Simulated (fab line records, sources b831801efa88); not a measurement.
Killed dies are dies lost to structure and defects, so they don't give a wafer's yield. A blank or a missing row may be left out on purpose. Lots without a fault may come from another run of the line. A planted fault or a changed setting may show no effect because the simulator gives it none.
Problem report in the 8D (eight disciplines) form, filled by code | flow sky130 | the parts of the form that need people (team, actions taken, sign-off) are left out

1. THE PROBLEM
killed_at_M0_to_M3 at SKY_PAD_OPEN_PROBE_99 reads a mean of 333 on 2 wafers of 2 lots; wafers without a fault read 42 with a standard deviation of 6.6. That is +44 standard deviations from the usual mean.
First seen on wafer L206.4, day 50 01:22, on prober-02. The record holds 33 wafers of 11 lots with a number at this step. Rule for "out", or "out of limits": more than 4 standard deviations from the usual mean. The other wafers with a number count as sound.

2. WHAT IT IS AND WHAT IT IS NOT
question                    | is                                                                                                                                                              | is not
which readings at this step | killed_at_M0_to_M3, defect_limited_yield, killed_dies, killed_on_rim, sort_bin_3_pad_short, sort_bin_5_function, sort_bin_6_memory, sort_n_pass, sort_yield_pct | killed_at_M4_up, killed_at_front_end, killed_at_other, killed_short
which lots                  | L206, L207                                                                                                                                                      | L189, L190, L195, L196, L197, L198, L199, L210, L211
which wafers of those lots  | L206.4, L207.1                                                                                                                                                  | L206.3, L206.5, L207.4, L207.6
read on which tools         | prober-01, prober-02                                                                                                                                            | -
when                        | from day 50 01:22                                                                                                                                               | up to then (22 sound wafers); but 9 sound wafers of L206, L207, L210, L211 came after

3. SUSPECTS, AND WHAT RULES EACH OUT
Counting: a tool at a process step up to the reading stays a suspect if it ran every lot that is out. Sound lots after the first of them don't rule it out here, since some wafers of a struck lot are sound.
- cmp-01 at SKY_VIA2_CMP_02 (polishes SiO2): kept. It ran every lot that is out, first L206 (day 40 20:20); its last sound lot up to then is L195 (day 37 01:25).
- rie_diel-03 at SKY_VIA3_ETCH_14 (etches BARC in N2/H2, stops on SiO2, time 45.9 s, target depth 60 nm): kept. It ran every lot that is out, first L206 (day 44 21:31); its last sound lot up to then is L198 (day 42 16:43).
- Within cmp-01 at SKY_VIA2_CMP_02: the wafers that are out ran in chamber 1; their sound lot-mates ran in chambers 0, 2, 3.
Left after counting: cmp-01 at SKY_VIA2_CMP_02, rie_diel-03 at SKY_VIA3_ETCH_14.

4. THE CAUSE (what the simulator had put in)
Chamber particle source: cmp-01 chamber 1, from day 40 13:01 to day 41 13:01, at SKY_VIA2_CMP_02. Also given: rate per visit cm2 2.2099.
Counting left 2 suspects, and this tool is among them.

5. THE CHAIN OF EFFECTS, in route order
Each row: a reading whose mean over the struck wafers that have a number lies more than 3 standard deviations from the usual. Only readings for which the record gives a usual standard deviation are gone through. hours: the time from each lot's start at the first step in this table that gives one to its start at this step, as a median over the lots. sigmas: the change in usual standard deviations.
hours | step                  | reading              | usual  | on struck wafers | change | sigmas
0     | SKY_PAD_OPEN_PROBE_99 | defect_limited_yield | 82.8 % | 26.1             | -56.7  | -27
0     | SKY_PAD_OPEN_PROBE_99 | killed_at_M0_to_M3   | 42     | 333              | +291   | +44
0     | SKY_PAD_OPEN_PROBE_99 | killed_dies          | 84     | 364              | +280   | +28
0     | SKY_PAD_OPEN_PROBE_99 | killed_on_rim        | 16     | 70               | +54    | +14
0     | SKY_PAD_OPEN_PROBE_99 | sort_bin_3_pad_short | 0.9 %  | 6.7              | +5.8   | +12
0     | SKY_PAD_OPEN_PROBE_99 | sort_bin_5_function  | 10.1 % | 49.4             | +39.3  | +28
0     | SKY_PAD_OPEN_PROBE_99 | sort_bin_6_memory    | 6.2 %  | 17.8             | +11.6  | +9.7
0     | SKY_PAD_OPEN_PROBE_99 | sort_n_pass          | 408    | 128              | -280   | -28
0     | SKY_PAD_OPEN_PROBE_99 | sort_yield_pct       | 82.8 % | 26.1             | -56.7  | -27
The process steps in it:
- SKY_PAD_OPEN_PROBE_99

6. WHAT WOULD HAVE CAUGHT IT SOONER
In this record the first reading out of limits was taken at day 50 01:22, 228 hours after the fault began at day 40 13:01.
Of the tool readings at SKY_VIA2_CMP_02 for which the record gives a usual standard deviation, none was out on any struck wafer, so an alarm limit of 4 standard deviations on them would not have fired.
All the lots that are out (2) had begun SKY_VIA2_CMP_02 on cmp-01 by day 50 01:22. A hold on the tool at that time would have spared none of them.
